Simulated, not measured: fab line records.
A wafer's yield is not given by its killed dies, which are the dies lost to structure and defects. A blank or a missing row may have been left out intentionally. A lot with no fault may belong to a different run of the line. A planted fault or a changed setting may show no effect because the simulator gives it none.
Split-lot trial | flow gf180mcu | 27 wafers read from 5 lots, route of 602 steps

ON THE SPLIT
At GF_M3_SPUTTER_00 (material Ti, target thk 37.5 nm, time 150 s), the setting time s was moved away from the recipe's 150 s on 9 of the 27 wafers read, by -36.9% to +56.2%. The other wafers ran this setting at the recipe's value.

The reading comes from the split's own step.

THE READING
Ti_of_M3_SPUTTER_00.thk nm (the simulator's own value, which no gauge read), in nm, at GF_M3_SPUTTER_00 (material Ti, target thk 37.5 nm, time 150 s). The file does not state a usual value for it. Here, 18 wafers ran the recipe; their average is 37.43 nm with a standard deviation of 0.25 nm.

wafer  | tool, chamber at the split | time s as run, s | against the recipe | Ti_of_M3_SPUTTER_00.thk nm, nm | against lot-mates on the recipe
L075.1 | pvd sputter-02, -          | 234.3            | +56.2%             | 58.71                          | +20.97
L075.2 | pvd sputter-02, -          | 150              | recipe             | 37.5                           | -
L075.3 | pvd sputter-02, -          | 234.3            | +56.2%             | 58.75                          | +21.01
L075.4 | pvd sputter-02, -          | 150              | recipe             | 37.84                          | -
L075.5 | pvd sputter-02, -          | 150              | recipe             | 37.87                          | -
L075.6 | pvd sputter-02, -          | 234.3            | +56.2%             | 58.57                          | +20.83
L077.1 | pvd sputter-02, -          | 150              | recipe             | 37.19                          | -
L077.2 | pvd sputter-02, -          | 191.4            | +27.6%             | 47.26                          | +9.98
L077.3 | pvd sputter-02, -          | 191.4            | +27.6%             | 47.7                           | +10.42
L077.4 | pvd sputter-02, -          | 150              | recipe             | 37.37                          | -
L077.5 | pvd sputter-02, -          | 150              | recipe             | 37.27                          | -
L077.6 | pvd sputter-02, -          | 191.4            | +27.6%             | 47.72                          | +10.44
L078.1 | pvd sputter-01, -          | 150              | recipe             | 37.63                          | -
L078.4 | pvd sputter-01, -          | 150              | recipe             | 37.9                           | -
L078.6 | pvd sputter-01, -          | 150              | recipe             | 37.49                          | -
L080.1 | pvd sputter-04, -          | 150              | recipe             | 37.4                           | -
L080.4 | pvd sputter-04, -          | 150              | recipe             | 37.4                           | -
L080.2 | pvd sputter-04, -          | 150              | recipe             | 37.3                           | -
L080.3 | pvd sputter-04, -          | 150              | recipe             | 37.41                          | -
L080.5 | pvd sputter-04, -          | 150              | recipe             | 37.31                          | -
L080.6 | pvd sputter-04, -          | 150              | recipe             | 37.59                          | -
L085.1 | pvd sputter-04, -          | 94.58            | -36.9%             | 23.4                           | -13.71
L085.2 | pvd sputter-04, -          | 150              | recipe             | 37.25                          | -
L085.3 | pvd sputter-04, -          | 94.58            | -36.9%             | 23.35                          | -13.76
L085.4 | pvd sputter-04, -          | 94.58            | -36.9%             | 23.18                          | -13.93
L085.5 | pvd sputter-04, -          | 150              | recipe             | 37.01                          | -
L085.6 | pvd sputter-04, -          | 150              | recipe             | 37.08                          | -

THE FIT
A straight line over all 27 wafers: Ti_of_M3_SPUTTER_00.thk nm changes by +0.378 nm for each +1% of time s; r = +1.00; the points scatter about the line by 0.25 nm.
The same after taking each lot's own level away (the mean of its wafers on the recipe; 27 wafers): +0.373 nm for each +1%; r = +1.00; scatter 0.13 nm.
According to that fit, moving time s by its largest amount changes the reading by 21 nm.
Across the lots, their own levels run from 37.113 to 37.737 nm, a range of 2.5 times the standard deviation given above.
Consequently the slope shifts little with the lot-to-lot level, the two slopes agreeing.
Check: with one of the wafers moved furthest among these (+56.2%) left out of the fit, the line predicts +20.9 nm for it against its lot-mates. It came out at +21 nm against them.

THESE WAFERS: OTHER SPLITS
Other splits were also applied to these wafers ahead of the reading. Each is held against what the fit with the lots' levels taken away leaves over:
other split on the same wafers | wafers away from the commonest value | r with Ti_of_M3_SPUTTER_00.thk nm (lot level and that fit taken away)
GF_STI_OXIDATION_01 ox time s  | 21                                   | -0.02
GF_STI_ETCH_14 time s          | 12                                   | +0.15
GF_POLY_GATE_ETCH_13 time s    | 9                                    | +0.15
GF_CONTACT_SPUTTER_23 time s   | 12                                   | -0.18
GF_M2_SPUTTER_04 time s        | 9                                    | -0.16

THE FILE'S OWN FIT
Ti_of_M3_SPUTTER_00.thk nm changes by +0.373 nm for each +1% of time s, r = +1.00.
